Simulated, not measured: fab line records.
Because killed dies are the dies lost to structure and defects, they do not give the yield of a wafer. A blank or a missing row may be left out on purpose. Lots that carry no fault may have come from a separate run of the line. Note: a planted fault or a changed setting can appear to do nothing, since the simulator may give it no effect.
Chamber matching :: flow sky130 :: rie diel-01 running SKY_VIA1_ETCH_15: 4 sister chambers
The step etches SiO2 in C4F8/O2/Ar, stops on TiN, target depth 351 nm, time 54 s. 4 wafers are shown with their chamber, then 12 later ones without.

WAFERS PAIRED WITH THEIR CHAMBERS
wafer: L087.1
chamber: 0
oes product au (a.u.): 0.977

wafer: L087.5
chamber: 1
oes product au (a.u.): 0.987

wafer: L089.1
chamber: 2
oes product au (a.u.): 0.985

wafer: L089.5
chamber: 3
oes product au (a.u.): 0.968

WAFERS WITH NO CHAMBER GIVEN
wafer: L090.1
oes product au (a.u.): 0.983

wafer: L090.4
oes product au (a.u.): 0.965

wafer: L090.5
oes product au (a.u.): 0.982

wafer: L094.3
oes product au (a.u.): 0.984

wafer: L094.4
oes product au (a.u.): 0.978

wafer: L094.6
oes product au (a.u.): 0.976

wafer: L095.1
oes product au (a.u.): 0.977

wafer: L095.3
oes product au (a.u.): 0.981

wafer: L095.6
oes product au (a.u.): 0.987

wafer: L093.2
oes product au (a.u.): 0.985

wafer: L093.5
oes product au (a.u.): 0.975

wafer: L093.6
oes product au (a.u.): 0.982

WHICH CHAMBER EACH ONE RAN IN
wafer: L090.1
from the rows above: can't be placed: 2 or 1 or 0
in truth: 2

wafer: L090.4
from the rows above: 3
in truth: 3

wafer: L090.5
from the rows above: can't be placed: 2 or 0 or 1
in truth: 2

wafer: L094.3
from the rows above: can't be placed: 2 or 1
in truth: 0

wafer: L094.4
from the rows above: 0
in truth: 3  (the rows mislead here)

wafer: L094.6
from the rows above: 0
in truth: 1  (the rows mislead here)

wafer: L095.1
from the rows above: 0
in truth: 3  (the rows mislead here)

wafer: L095.3
from the rows above: can't be placed: 0 or 2 or 1
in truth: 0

wafer: L095.6
from the rows above: can't be placed: 1 or 2
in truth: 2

wafer: L093.2
from the rows above: can't be placed: 2 or 1
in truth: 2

wafer: L093.5
from the rows above: 0
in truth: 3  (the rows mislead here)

wafer: L093.6
from the rows above: can't be placed: 2 or 0 or 1
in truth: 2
Correct placement for 1 of the 12. Not placeable from these rows: 7 (in 6, the candidates include the true chamber). Placed wrongly: 4.
How it was worked out, from the rows above alone: a wafer's distance from a chamber is the root of the sum, over the readings, of the square of ((its reading less the chamber's mean) divided by the reading's scatter). The wafer belongs to the nearest chamber; if the next one is less than 2 further off, it can't be placed. Each chamber's mean is taken over the wafers shown for it. The scatter: root of mean squared gap, hidden wafer to nearest shown wafer, with one shown wafer a chamber.
